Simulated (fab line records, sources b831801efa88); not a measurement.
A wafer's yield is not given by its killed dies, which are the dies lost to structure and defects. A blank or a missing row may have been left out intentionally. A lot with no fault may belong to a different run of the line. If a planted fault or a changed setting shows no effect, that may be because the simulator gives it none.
Matching of chambers    flow sky130    SKY_CONTACT_CMP_27 on cmp-01 has 4 sister chambers
The step polishes, stops on SiO2, t overpolish 15 s, target thk 0 nm. 8 wafers are shown with their chamber, then 10 later ones without.

## EACH WAFER AND ITS CHAMBER
wafer   chamber  motor current A (A)  time to endpoint s (s)
L884.6  1        11.0                 85
L886.1  1        10.7                 92
L892.2  2        10.9                 81
L893.3  3        12.4                 80
L893.4  0        10.9                 90
L893.6  3        11.8                 82
L898.2  2        10.5                 86
L898.3  0        10.0                 91

## WAFERS WHOSE CHAMBER IS MISSING
wafer   motor current A (A)  time to endpoint s (s)
L898.5  10.4                 85
L900.1  12.4                 79
L900.4  10.6                 83
L900.6  10.7                 84
L901.1  12.4                 85
L901.2  10.6                 86
L901.5  10.4                 86
L902.1  10.8                 85
L902.2  11.1                 83
L902.4  12.3                 79

## WHICH CHAMBER EACH ONE RAN IN
wafer   from the rows above                in truth
L898.5  can't be placed: 2 or 1 or 0       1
L900.1  3                                  3
L900.4  can't be placed: 2 or 1            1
L900.6  can't be placed: 2 or 1 or 0       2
L901.1  3                                  3
L901.2  can't be placed: 2 or 1 or 0       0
L901.5  can't be placed: 2 or 1 or 0       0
L902.1  can't be placed: 2 or 1 or 0       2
L902.2  can't be placed: 2 or 1 or 3 or 0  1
L902.4  3                                  3
Correctly placed: 3 of 10. Cannot be placed on the basis of these rows: 7; the candidates contain the true chamber in 7. Number placed wrongly: 0.
How it was worked out, from the rows above alone: a wafer's distance from a chamber is the root of the sum, over the readings, of the square of ((its reading less the chamber's mean) divided by the reading's scatter). The wafer belongs to the nearest chamber; if the next one is less than 2 further off, it can't be placed. A chamber's mean is the mean of its shown wafers. The scatter: the root of (the sum of the squares of (reading less its chamber's mean) over the shown wafers, divided by (wafers less chambers)).
